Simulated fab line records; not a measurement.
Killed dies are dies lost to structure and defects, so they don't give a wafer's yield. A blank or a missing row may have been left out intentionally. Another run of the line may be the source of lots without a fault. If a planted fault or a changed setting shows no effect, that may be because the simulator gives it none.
Chamber matching || flow sky130 || SKY_VIA2_CMP_24 on cmp-02: 4 sister chambers
The step polishes, stops on SiO2, t overpolish 20 s, target thk 0 nm. 4 wafers are shown with their chamber, then 11 later ones without.

== EACH WAFER AND ITS CHAMBER ==
{"wafer": "L093.1", "chamber": 3, "motor-current-A (A)": 10.1}
{"wafer": "L093.4", "chamber": 1, "motor-current-A (A)": 12.6}
{"wafer": "L093.5", "chamber": 2, "motor-current-A (A)": 11.1}
{"wafer": "L095.1", "chamber": 0, "motor-current-A (A)": 11.0}

== WAFERS WITH NO CHAMBER GIVEN ==
{"wafer": "L095.3", "motor-current-A (A)": 12.4}
{"wafer": "L095.5", "motor-current-A (A)": 11.4}
{"wafer": "L094.1", "motor-current-A (A)": 13.0}
{"wafer": "L094.3", "motor-current-A (A)": 10.2}
{"wafer": "L094.6", "motor-current-A (A)": 10.2}
{"wafer": "L096.2", "motor-current-A (A)": 11.5}
{"wafer": "L096.4", "motor-current-A (A)": 10.9}
{"wafer": "L096.6", "motor-current-A (A)": 9.5}
{"wafer": "L097.2", "motor-current-A (A)": 12.3}
{"wafer": "L097.3", "motor-current-A (A)": 9.5}
{"wafer": "L097.6", "motor-current-A (A)": 11.1}

== WHICH CHAMBER EACH WENT THROUGH ==
{"wafer": "L095.3", "from the rows above": 1, "in truth": 1}
{"wafer": "L095.5", "from the rows above": "can't be placed: 2 or 0", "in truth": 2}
{"wafer": "L094.1", "from the rows above": 1, "in truth": 1}
{"wafer": "L094.3", "from the rows above": 3, "in truth": 3}
{"wafer": "L094.6", "from the rows above": 3, "in truth": 3}
{"wafer": "L096.2", "from the rows above": "can't be placed: 2 or 0", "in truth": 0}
{"wafer": "L096.4", "from the rows above": "can't be placed: 0 or 2", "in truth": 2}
{"wafer": "L096.6", "from the rows above": 3, "in truth": 3}
{"wafer": "L097.2", "from the rows above": 1, "in truth": 1}
{"wafer": "L097.3", "from the rows above": 3, "in truth": 3}
{"wafer": "L097.6", "from the rows above": "can't be placed: 2 or 0", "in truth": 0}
Placed correctly: 7 of 11. From these rows, 4 cannot be placed; in 4 the true chamber is one of the candidates. 0 placed wrongly.
How it was worked out, from the rows above alone: a wafer's distance from a chamber is the root of the sum, over the readings, of the square of ((its reading less the chamber's mean) divided by the reading's scatter). The wafer belongs to the nearest chamber; if the next one is less than 2 further off, it can't be placed. The mean given for a chamber averages the wafers shown for that chamber. The scatter (one wafer shown for each chamber): square how far every hidden wafer sits from the nearest shown wafer, average those squares and take the square root.
